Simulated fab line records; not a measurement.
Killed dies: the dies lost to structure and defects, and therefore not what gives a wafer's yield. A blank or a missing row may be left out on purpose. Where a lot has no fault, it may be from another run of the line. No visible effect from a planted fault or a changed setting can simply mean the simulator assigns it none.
Code-filled problem report in 8D (eight disciplines) form -- flow gf180mcu -- the parts of the form that need people (team, actions taken, sign-off) are left out

== 1. THE ISSUE ==
Wafers free of any fault read 3159 (standard deviation 13) for PSD_TW at GF_PSD_TW_MEAS_11, against a mean of 2816 on 5 wafers of 2 lots. That is -26 standard deviations from the usual mean.
Seen first at day 18 01:10 on film_metro-04, wafer L294.2. The record holds 32 wafers of 11 lots with a number at this step. The rule behind "out" and "out of limits": a value lying over 4 standard deviations away from the usual mean. All remaining wafers that have a number are taken as sound.

== 2. WHAT IT IS AND WHAT IT IS NOT ==
question,is,is not
which readings at this step,PSD_TW,-
which lots,"L294, L295","L283, L286, L287, L293, L296, L300, L302, L304, L305"
which wafers of those lots,all that have a number,-
read on which gauges,"film_metro-01, film_metro-04",film_metro-02
when,from day 18 01:10,"up to then (12 sound wafers); but 15 sound wafers of L296, L300, L302, L304, L305 came after"

== 3. THE SUSPECTS, EACH WITH WHAT RULES IT OUT ==
Counting: a tool stays on the suspect list if, at a process step up to the reading, it processed all lots that are out and no sound lot following the first of them.
- the gauge at GF_PSD_TW_MEAS_11: ruled out. The wafers that are out were read on 2 gauges (film_metro-01, film_metro-04).
- implanter-04 at GF_PSD_IMPLANT_09: kept. It ran every lot that is out, first L294 (day 18 00:56), and no sound lot after that; its last sound lot up to then is L287 (day 15 17:16). Its own readings are out on those wafers: dose_ions_cm2, faraday_current_uA.
- plasma_asher-04 at GF_PSD_STRIP_10 (strips in O2/N2): ruled out as a lasting fault. Sound lots L300, L304 ran on it after its first lot that is out, L294 (day 18 01:04).
Remaining after the count: implanter-04 at GF_PSD_IMPLANT_09.

== 4. THE CAUSE (what the simulator had put in) ==
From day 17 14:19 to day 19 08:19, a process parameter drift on implanter-04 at GF_PSD_IMPLANT_09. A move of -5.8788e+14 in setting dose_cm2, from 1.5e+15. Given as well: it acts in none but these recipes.
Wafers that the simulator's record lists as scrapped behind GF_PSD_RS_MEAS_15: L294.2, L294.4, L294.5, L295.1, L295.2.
Counting left only this tool.

== 5. THE EFFECT CHAIN, in route order ==
Rows list readings where the struck wafers' mean (over those with a number) sits beyond 3 standard deviations from the usual. Readings are gone through only where the record gives a usual standard deviation; hours: the median, over the lots, of the time from a lot's start at the first step in this table giving one to that lot's start at this step; sigmas: the change measured in usual standard deviations.
hours,step,reading,usual,on struck wafers,change,sigmas
0,GF_PSD_IMPLANT_09,dose_ions_cm2,1.4997e+15,9.1164e+14,-5.8806e+14,-99 or more
0,GF_PSD_IMPLANT_09,end_station_pressure_torr,1.17e-05 Torr,9.12e-06,-2.58e-06,-4.1
0,GF_PSD_IMPLANT_09,faraday_current_uA,8278,5070,-3208,-19
0,GF_PSD_STRIP_10,oes_product_au,0.592 a.u.,0.629,+0.037,+8.5
0,GF_PSD_STRIP_10,strip_time_to_endpoint_s,16.54 s,15.03,-1.51,-44
0,GF_PSD_TW_MEAS_11,PSD_TW,3159,2816,-343,-26
3,GF_PSD_RS_MEAS_15,PSD_RS,108.67 ohm/sq,142.61,+33.94,+99 or more
The process steps in it:
- GF_PSD_IMPLANT_09
- GF_PSD_STRIP_10: strips in O2/N2.

== 6. WHAT WOULD HAVE CAUGHT IT SOONER ==
In this record the first reading out of limits at a measuring or inspecting step was taken at day 18 01:10, 11 hours after the fault began at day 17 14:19.
The tool's own readings at GF_PSD_IMPLANT_09 were out on every struck wafer that the step has a row for (dose_ions_cm2, faraday_current_uA): an alarm limit on them would have fired on the first of those.
Of the lots that are out (2), L295 began GF_PSD_IMPLANT_09 on implanter-04 after day 18 01:10. A hold on the tool at that time would have spared it.
